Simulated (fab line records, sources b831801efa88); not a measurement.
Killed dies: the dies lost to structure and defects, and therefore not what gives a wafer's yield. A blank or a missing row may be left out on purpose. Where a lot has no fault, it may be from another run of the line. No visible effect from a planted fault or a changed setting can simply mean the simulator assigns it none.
fab line records ; flow sky130
record lots=14; wafers=42; lastDay=51
route steps=708 shown LI_CONTACT@382 CONTACT@417 PAD_OPEN@708
lots that met no fault: from a run of the same line without faults
startH: the number of hours between the record's first day and the start of the first shown wafer of the lot ; waitH: time in hours since the lot's previous step ; " identical to the entry in the row above ; L1.1+2: one row covering several wafers at once ; - no value, or no start was given ; * or withheld: withheld ; < > ~ a bound
route shown NAME@n: names a module that has steps shown in the file, with the first one's number in the route ; usual: mean and standard deviation over wafers with no fault ; same: alike in all rows ; chamber/n: place in a boat ; sites: each site's reading ; _std_site: the values' standard deviation ; _edge_site: inner sites' mean taken away from outer sites' mean ; radiusMm: for every site, how far away it sits from the centre of the wafer ; mask NAME#n: copy n ; behind: the most recent tool/chamber to have shaped the wafer ; hold: why the lot was held/for how many hours/how that ended ; device: names the non-switching transistor (n, p or np) ; end of line: tests run on the same wafers once the route is complete ; for a step that has no rows: nothing shown but its recipe ; killed: dies lost to structure and defects at the first sort, not the wafer's yield ; map: dies across one wafer; x = killed, . = not, _ = none there
set.NAME: the setting as run; set.NAME@STEP: as run at that earlier step ; model.NAME: the simulator's own value behind a step, which no gauge read
a sample of lots followed through the steps of the route, with each step as a table and each wafer as a row
services: when a tool's chamber went out of use (startH, in hours from the record's first day, below 0 if earlier), for how many hours, and the reason
## steps
# step SKY_LI_CONTACT_SPUTTER_20
# recipe material=TiN; targetThkNm=20; chamberPressurePa=5; powerW=4000; timeS=80
# usual throttleValvePct=29.9/0.76
lot.wafer;tool;chamber;startH;waitH;throttleValvePct
L766.3;pvdSputter-01;-;693.86;0.0;30.3
L766.5;pvdSputter-01;-;693.86;0.0;30.2
L766.6;pvdSputter-01;-;693.86;0.0;29.9
L768.1;pvdSputter-01;-;713.67;0.0;29.7
L768.2;pvdSputter-01;-;713.67;0.0;29.7
L768.5;pvdSputter-01;-;713.67;0.0;30.2
L771.1;pvdSputter-01;-;734.46;0.0;30.1
L771.2;pvdSputter-01;-;734.46;0.0;29.4
L771.3;pvdSputter-01;-;734.46;0.0;30.3
L769.1;pvdSputter-04;-;735.40;0.0;30.5
L769.4;pvdSputter-04;-;735.40;0.0;28.9
L769.6;pvdSputter-04;-;735.40;0.0;28.9
L772.1;pvdSputter-02;-;737.81;0.0;29.8
L772.3;pvdSputter-02;-;737.81;0.0;29.0
L772.4;pvdSputter-02;-;737.81;0.0;27.5
L774.1;pvdSputter-01;-;761.81;0.0;30.0
L774.4;pvdSputter-01;-;761.81;0.0;29.6
L774.6;pvdSputter-01;-;761.81;0.0;29.5
L775.1;pvdSputter-04;-;773.76;0.0;30.7
L775.3;pvdSputter-04;-;773.76;0.0;28.9
L775.4;pvdSputter-04;-;773.76;0.0;29.7
L777.2;pvdSputter-04;-;777.11;0.0;30.6
L777.4;pvdSputter-04;-;777.11;0.0;29.0
L777.5;pvdSputter-04;-;777.11;0.0;30.5
L780.1;pvdSputter-04;-;803.46;0.0;30.6
L780.5;pvdSputter-04;-;803.46;0.0;28.8
L780.6;pvdSputter-04;-;803.46;0.0;29.9
L781.2;pvdSputter-01;-;811.30;0.0;30.5
L781.3;pvdSputter-01;-;811.30;0.0;29.9
L781.4;pvdSputter-01;-;811.30;0.0;29.9
L785.1;pvdSputter-02;-;843.51;0.0;27.5
L785.2;pvdSputter-02;-;843.51;0.0;31.9
L785.6;pvdSputter-02;-;843.51;0.0;31.6
L787.1;pvdSputter-01;-;850.20;0.0;29.8
L787.3;pvdSputter-01;-;850.20;0.0;29.6
L787.4;pvdSputter-01;-;850.20;0.0;30.1
L786.1;pvdSputter-02;-;857.51;0.0;29.2
L786.2;pvdSputter-02;-;857.51;0.0;30.1
L786.4;pvdSputter-02;-;857.51;0.0;27.5
L788.1;pvdSputter-02;-;871.53;0.0;31.5
L788.5;pvdSputter-02;-;871.53;0.0;30.0
L788.6;pvdSputter-02;-;871.53;0.0;31.5
# step SKY_CONTACT_EXPOSE_11
# recipe maskId=CTM1; na=0.8; sourceShape=annular; sigmaInner=0.55; sigmaOuter=0.85; targetCdNm=170; doseMj=38
lot.wafer;tool;chamber;startH;waitH;mask
L766.3+5+6;krfScanner-01;0;738.22;-;CTM1#0
L768.1+2+5;krfScanner-01;0;758.22;-;CTM1#0
L771.1+2+3;krfScanner-01;0;778.21;-;CTM1#0
L769.1+4+6;krfScanner-02;0;779.38;-;CTM1#0
L772.1+3+4;krfScanner-01;0;782.28;-;CTM1#0
L774.1+4+6;krfScanner-02;0;804.81;-;CTM1#0
L775.1+3+4;krfScanner-02;0;816.45;-;CTM1#0
L777.2+4+5;krfScanner-01;0;820.35;-;CTM1#0
L780.1+5+6;krfScanner-01;0;845.61;-;CTM1#0
L781.2+3+4;krfScanner-01;0;853.71;-;CTM1#0
L785.1+2+6;krfScanner-02;0;885.15;-;CTM1#0
L787.1+3+4;krfScanner-02;0;892.45;-;CTM1#0
L786.1+2+4;krfScanner-02;0;898.99;-;CTM1#0
L788.1+5+6;krfScanner-02;0;912.63;-;CTM1#0
# step SKY_CONTACT_CD_MEAS_14
# recipe targetCdNm=170
# usual cdNm=170.3/1.2
lot.wafer;tool;chamber;startH;waitH;cdNm
L766.3;cdSem-01;-;751.84;-;170.4
L766.5;cdSem-01;-;751.84;-;170.0
L766.6;cdSem-01;-;751.84;-;171.3
L768.1;cdSem-02;-;771.75;-;170.2
L768.2;cdSem-02;-;771.75;-;170.8
L768.5;cdSem-02;-;771.75;-;170.8
L771.1;cdSem-02;-;791.45;-;170.9
L771.2;cdSem-02;-;791.45;-;170.2
L771.3;cdSem-02;-;791.45;-;170.6
L769.1;cdSem-02;-;792.49;-;170.7
L769.4;cdSem-02;-;792.49;-;169.4
L769.6;cdSem-02;-;792.49;-;170.0
L772.1;cdSem-02;-;794.81;-;167.8
L772.3;cdSem-02;-;794.81;-;169.2
L772.4;cdSem-02;-;794.81;-;170.0
L774.1;cdSem-01;-;818.19;-;168.2
L774.4;cdSem-01;-;818.19;-;168.6
L774.6;cdSem-01;-;818.19;-;169.0
L775.1;cdSem-02;-;829.60;-;170.7
L775.3;cdSem-02;-;829.60;-;170.7
L775.4;cdSem-02;-;829.60;-;171.2
L777.2;cdSem-01;-;833.48;-;169.7
L777.4;cdSem-01;-;833.48;-;171.3
L777.5;cdSem-01;-;833.48;-;169.7
L780.1;cdSem-02;-;858.61;-;170.6
L780.5;cdSem-02;-;858.61;-;88.7
L780.6;cdSem-02;-;858.61;-;170.2
L781.2;cdSem-01;-;866.51;-;90.7
L781.3;cdSem-01;-;866.51;-;171.1
L781.4;cdSem-01;-;866.51;-;91.1
L785.1;cdSem-01;-;897.96;-;170.9
L785.2;cdSem-01;-;897.96;-;170.7
L785.6;cdSem-01;-;897.96;-;170.7
L787.1;cdSem-01;-;905.20;-;169.3
L787.3;cdSem-01;-;905.20;-;169.4
L787.4;cdSem-01;-;905.20;-;169.7
L786.1;cdSem-02;-;911.45;-;171.5
L786.2;cdSem-02;-;911.45;-;172.2
L786.4;cdSem-02;-;911.45;-;171.4
L788.1;cdSem-02;-;925.05;-;172.3
L788.5;cdSem-02;-;925.05;-;173.4
L788.6;cdSem-02;-;925.05;-;173.1
# step SKY_PAD_OPEN_PROBE_99
# usual killed_at_M0_to_M3=43/6.6; killed_at_M4_up=3.4/1.8; killedAtContacts=24/5.7; killedAtFrontEnd=15/4.2; killedAtOther=0.3/0.58; killedDies=86/8; killedOnRim=16/3.9; killedOpen=46/7.2; killedShort=39/5.8
# same grossDies=492; killedAtBackSide=0
lot.wafer;tool;chamber;startH;waitH;killed_at_M0_to_M3;killed_at_M4_up;killedAtContacts;killedAtFrontEnd;killedAtOther;killedDies;killedOnRim;killedOpen;killedShort
L768.1;prober-02;-;1105.72;0.1;44;2;19;20;0;85;19;44;41
L768.2;prober-02;-;1105.77;0.1;42;0;24;16;0;82;9;47;35
L768.5;prober-02;-;1105.92;0.2;37;2;25;19;0;83;13;46;37
L771.1;prober-02;-;1122.28;0.1;28;4;27;23;0;82;15;37;45
L771.2;prober-02;-;1122.33;0.1;50;0;18;21;0;89;24;48;41
L771.3;prober-02;-;1122.38;0.2;46;4;17;25;0;92;18;53;37
L774.1;prober-02;-;1142.05;0.1;39;3;27;19;2;90;11;55;33
L774.4;prober-02;-;1142.20;0.2;37;0;31;10;0;78;17;42;36
L774.6;prober-02;-;1142.30;0.2;35;3;27;22;1;88;10;53;35
L777.2;prober-02;-;1156.42;0.1;33;8;16;13;0;70;9;25;45
L777.4;prober-02;-;1156.52;0.2;37;3;22;15;0;77;11;38;39
L777.5;prober-02;-;1156.57;0.2;51;2;30;12;0;95;14;59;36
L780.1;prober-01;-;1172.62;0.1;43;4;27;13;0;87;17;43;44
L780.5;prober-01;-;1172.82;0.2;48;3;424;17;0;492;96;61;42
L780.6;prober-01;-;1172.87;0.2;41;7;31;15;0;94;20;49;45
L781.2;prober-02;-;1174.63;0.1;50;3;426;13;0;492;96;43;40
L781.3;prober-02;-;1174.68;0.2;43;8;30;14;0;95;16;49;46
L781.4;prober-02;-;1174.73;0.2;37;7;429;19;0;492;96;42;42
L786.1;prober-02;-;1204.03;0.1;46;2;25;15;0;88;12;41;46
L786.4;prober-02;-;1204.18;0.2;40;2;11;16;1;70;16;39;31
# killed by level:class
L768.1 VIA1:geometricParticle:open=9 METAL2:geometricParticle:short=7 VIA2:geometricParticle:open=7 POLY_GATE:geometricParticle:open=6 LOCAL_INTERCONNECT:geometricParticle:short=6 POLY_GATE:geometricParticle:short=5 CONTACT:geometricParticle:short=5 CONTACT:geometricParticle:open=5
L768.2 VIA1:geometricParticle:open=11 METAL2:geometricParticle:short=8 VIA2:geometricParticle:open=8 FIELD_ISO:geometricParticle:open=7 LI_CONTACT:geometricParticle:short=6 LI_CONTACT:geometricParticle:open=5 CONTACT:geometricParticle:open=5 VIA1:geometricParticle:short=4
L768.5 VIA1:geometricParticle:open=10 CONTACT:geometricParticle:open=10 FIELD_ISO:geometricParticle:short=9 LI_CONTACT:geometricParticle:open=7 METAL2:geometricParticle:short=7 METAL1:geometricParticle:short=6 POLY_GATE:geometricParticle:open=4 VIA2:geometricParticle:open=4
L771.1 METAL2:geometricParticle:short=8 CONTACT:geometricParticle:open=8 FIELD_ISO:geometricParticle:short=7 POLY_GATE:geometricParticle:short=6 LI_CONTACT:geometricParticle:open=6 VIA2:geometricParticle:open=6 LOCAL_INTERCONNECT:geometricParticle:short=5 VIA1:geometricParticle:open=5
L771.2 VIA1:geometricParticle:open=8 VIA3:geometricParticle:open=8 METAL2:geometricParticle:short=7 FIELD_ISO:geometricParticle:short=6 POLY_GATE:geometricParticle:open=6 CONTACT:geometricParticle:open=6 LI_CONTACT:geometricParticle:open=5 METAL1:geometricParticle:short=5
L771.3 CONTACT:geometricParticle:open=9 VIA3:geometricParticle:open=8 VIA1:geometricParticle:open=8 FIELD_ISO:geometricParticle:open=7 POLY_GATE:geometricParticle:short=7 METAL2:geometricParticle:short=6 VIA1:geometricParticle:short=6 VIA2:geometricParticle:open=6
L774.1 VIA2:geometricParticle:open=11 LI_CONTACT:geometricParticle:open=9 VIA1:geometricParticle:open=8 VIA3:geometricParticle:open=8 CONTACT:geometricParticle:open=7 FIELD_ISO:geometricParticle:short=4 LOCAL_INTERCONNECT:geometricParticle:short=4 CONTACT:geometricParticle:short=4
L774.4 VIA1:geometricParticle:open=10 LI_CONTACT:geometricParticle:open=10 CONTACT:geometricParticle:short=8 CONTACT:geometricParticle:open=7 VIA1:geometricParticle:short=6 METAL3:geometricParticle:short=5 VIA3:geometricParticle:open=4 FIELD_ISO:geometricParticle:open=3
L774.6 CONTACT:geometricParticle:open=14 VIA1:geometricParticle:open=9 FIELD_ISO:geometricParticle:short=7 LI_CONTACT:geometricParticle:open=7 VIA3:geometricParticle:open=5 POLY_GATE:geometricParticle:open=4 CONTACT:geometricParticle:short=4 VIA2:geometricParticle:short=4
L777.2 FIELD_ISO:geometricParticle:short=7 VIA1:geometricParticle:open=7 METAL4:geometricParticle:short=5 VIA3:geometricParticle:open=5 LI_CONTACT:geometricParticle:short=4 CONTACT:geometricParticle:short=4 METAL1:geometricParticle:short=4 METAL2:geometricParticle:short=4
L777.4 VIA1:geometricParticle:open=10 CONTACT:geometricParticle:short=6 FIELD_ISO:geometricParticle:short=5 CONTACT:geometricParticle:open=5 VIA2:geometricParticle:short=5 VIA2:geometricParticle:open=5 LI_CONTACT:geometricParticle:open=4 LOCAL_INTERCONNECT:geometricParticle:short=4
L777.5 VIA3:geometricParticle:open=10 CONTACT:geometricParticle:open=10 VIA1:geometricParticle:open=10 VIA2:geometricParticle:open=8 LI_CONTACT:geometricParticle:open=7 VIA1:geometricParticle:short=6 METAL1:geometricParticle:short=5 CONTACT:geometricParticle:short=5
L780.1 VIA1:geometricParticle:open=12 LI_CONTACT:geometricParticle:open=8 VIA2:geometricParticle:open=8 LOCAL_INTERCONNECT:geometricParticle:short=7 VIA1:geometricParticle:short=7 CONTACT:geometricParticle:short=6 FIELD_ISO:geometricParticle:short=5 CONTACT:geometricParticle:open=5
L780.5 CONTACT:areaExpose=389 CONTACT:geometricParticle:open=17 VIA1:geometricParticle:open=15 LI_CONTACT:geometricParticle:open=9 VIA1:geometricParticle:short=7 VIA2:geometricParticle:open=7 FIELD_ISO:geometricParticle:short=6 VIA3:geometricParticle:open=6
L780.6 LI_CONTACT:geometricParticle:open=10 CONTACT:geometricParticle:open=7 LOCAL_INTERCONNECT:geometricParticle:short=6 VIA1:geometricParticle:open=6 METAL1:geometricParticle:short=6 VIA3:geometricParticle:open=6 CONTACT:geometricParticle:short=5 METAL2:geometricParticle:short=5
L781.2 CONTACT:areaExpose=409 VIA1:geometricParticle:open=13 VIA2:geometricParticle:open=11 CONTACT:geometricParticle:open=9 FIELD_ISO:geometricParticle:short=8 VIA3:geometricParticle:short=6 METAL1:geometricParticle:short=4 VIA1:geometricParticle:short=4
L781.3 CONTACT:geometricParticle:open=14 VIA1:geometricParticle:open=12 METAL2:geometricParticle:short=8 LI_CONTACT:geometricParticle:open=5 LOCAL_INTERCONNECT:geometricParticle:short=5 METAL4:geometricParticle:short=5 VIA3:geometricParticle:open=5 POLY_GATE:geometricParticle:short=4
L781.4 CONTACT:areaExpose=408 METAL1:geometricParticle:short=10 CONTACT:geometricParticle:open=9 FIELD_ISO:geometricParticle:short=6 FIELD_ISO:geometricParticle:open=5 LI_CONTACT:geometricParticle:open=5 VIA1:geometricParticle:open=5 VIA2:geometricParticle:open=5
L786.1 CONTACT:geometricParticle:open=9 VIA1:geometricParticle:open=9 METAL1:geometricParticle:short=7 VIA1:geometricParticle:short=6 CONTACT:geometricParticle:short=5 LI_CONTACT:geometricParticle:open=5 METAL2:geometricParticle:short=5 POLY_GATE:geometricParticle:open=4
L786.4 VIA1:geometricParticle:open=12 VIA2:geometricParticle:open=7 VIA3:geometricParticle:open=4 CONTACT:geometricParticle:open=4 METAL1:geometricParticle:short=4 VIA1:geometricParticle:short=4 METAL2:geometricParticle:short=4 FIELD_ISO:geometricParticle:open=3
## services
tool;chamber;startH;hours;kind
krfScanner-01;-;673.68;0.8;pm
krfScanner-01;-;689.52;1.0;pm
pvdSputter-04;2;707.06;-;consumableReplace:kit
pvdSputter-04;2;707.06;18.0;scheduledDown
krfScanner-02;0;719.50;-;calibration
krfScanner-02;-;720.67;3.6;pm
krfScanner-01;0;731.41;-;calibration
krfScanner-01;-;752.00;4.0;pm
pvdSputter-02;-;759.96;1.9;repair
pvdSputter-02;-;771.96;11.7;repair
krfScanner-02;-;776.64;0.8;pm
krfScanner-01;-;779.34;1.3;pm
krfScanner-02;-;784.45;1.0;pm
krfScanner-02;-;785.45;1.3;pm
pvdSputter-01;3;790.37;-;consumableReplace:kit
pvdSputter-01;3;790.37;18.0;scheduledDown
pvdSputter-01;3;790.37;18.0;ventCycle
krfScanner-01;-;804.38;0.8;pm
krfScanner-01;-;808.56;0.3;repair
krfScanner-01;-;823.32;3.6;pm
krfScanner-01;-;842.48;0.8;pm
krfScanner-01;-;858.52;1.0;pm
krfScanner-02;0;892.43;-;calibration
krfScanner-01;0;898.52;-;calibration
## key
firstSign step=SKY_CONTACT_CD_MEAS_14; reading=cdNm; direction=down; sigmas=68; usual=170.3; struck=90.2
effect step=SKY_PAD_OPEN_PROBE_99; reading=killedAtContacts; direction=up; sigmas=70; usual=24; struck=426
moreKillsBornAt SKY_CONTACT_EXPOSE_11@krfScanner-01=1206
metAt SKY_CONTACT_EXPOSE_11
struckLots L780,L781
struckWafers L780.5,L781.2,L781.4
laterRowsLeftOut L780.5,L781.2,L781.4
testerLeftOut L780,L781
notActingAt SKY_LI_CONTACT_SPUTTER_20
onsetBetween 820.35 845.61
fault kind=processParameterDrift; tool=krfScanner-01; chamber=-; onsetH=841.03; steps=SKY_CONTACT_EXPOSE_11; channel=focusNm; offset=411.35; shape=step; endH=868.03; scope=struckWafersOnly
# testerLeftOut: of these lots the tester's yield and bins aren't shown, on N5 and GAA mostly nor the transistor test; their killed dies are dies lost to structure and defects alone, not to doping, threshold or leakage, so they don't give the yield
# laterRowsLeftOut: the simulator's readings of these wafers behind a module that went badly wrong aren't trusted and aren't shown, but for the sort
